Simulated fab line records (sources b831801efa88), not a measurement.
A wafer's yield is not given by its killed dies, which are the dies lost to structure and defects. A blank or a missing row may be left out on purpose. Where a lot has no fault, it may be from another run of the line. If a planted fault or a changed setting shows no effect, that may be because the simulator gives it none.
Code-filled problem report in 8D (eight disciplines) form / flow sfqLine / the parts of the form that need people (team, actions taken, sign-off) are left out

== 1. THE PROBLEM ==
Mean of rfFwdPowerW at SFQ_TRILAYER_R5_ETCH_METAL_ETCH_139: 498.6 W across 6 wafers in 2 lots; on wafers with no fault it is 593.9 W (standard deviation 2.5). That is -38 standard deviations from the usual mean.
The step: etches the open film in Cl2, stops on SiO2, target depth 60 nm, time 40 s.
The first sign was on wafer L256.1 at day 64 02:12, on rieMetal-02. The record has a number at this step for 42 wafers belonging to 14 lots. By rule, "out" or "out of limits" means more than 4 standard deviations away from the usual mean. Any other wafer with a number is counted as sound.

== 2. WHAT IT IS; WHAT IT IS NOT ==
question=which readings at this step | is=rfFwdPowerW, oesProductAu | is not=drypumpMotorCurrentA
question=which lots | is=L256, L257 | is not=L248, L249, L250, L251, L252, L262, L263, L266, L267, L268, L269, L270
question=which wafers of those lots | is=all that have a number | is not=-
question=read on which tools | is=rieMetal-02 | is not=rieMetal-03, rieMetal-04
question=when | is=from day 64 02:12 | is not=up to then (15 sound wafers); but 21 sound wafers of L262, L263, L266, L267, L268, L269, L270 came after

== 3. WHAT RULES OUT EACH SUSPECT ==
Counting: a tool at any process step up to the reading remains a suspect when it ran all the lots that are out and ran no sound lot after the first of those.
- rieMetal-02 at SFQ_TRILAYER_R5_ETCH_METAL_ETCH_139 (etches the open film in Cl2, stops on SiO2, target depth 60 nm, time 40 s): ruled out as a lasting fault. The sound lots L268 went through it after L256, its earliest lot that is out (day 64 02:12).
Left after counting: nothing in the record.

== 4. THE CAUSE (what the simulator had put in) ==
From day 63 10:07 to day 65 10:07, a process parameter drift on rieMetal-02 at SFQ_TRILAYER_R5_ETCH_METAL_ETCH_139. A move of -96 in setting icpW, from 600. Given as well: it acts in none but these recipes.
Counting ruled it out, wrongly.

== 5. THE CHAIN OF EFFECTS, in route order ==
Rows list readings where the struck wafers' mean (over those with a number) sits beyond 3 standard deviations from the usual. Scope: only readings with a usual standard deviation given in the record; hours: median across lots of the time from each lot's start at the first step in this table that gives one to its start at this step; sigmas: change in usual standard deviations.
hours=0; step=SFQ_TRILAYER_R5_ETCH_METAL_ETCH_139; reading=oesProductAu; usual=0.991 a.u.; on struck wafers=0.921; change=-0.070; sigmas=-9.4
hours=0; step=SFQ_TRILAYER_R5_ETCH_METAL_ETCH_139; reading=rfFwdPowerW; usual=593.9 W; on struck wafers=498.6; change=-95.3; sigmas=-38
The process steps in it:
- SFQ_TRILAYER_R5_ETCH_METAL_ETCH_139: etches the open film in Cl2, stops on SiO2, target depth 60 nm, time 40 s.

== 6. WHAT WOULD HAVE CAUGHT IT SOONER ==
16 hours passed between the start of the fault at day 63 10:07 and the first reading out of limits in this record, taken at day 64 02:12.
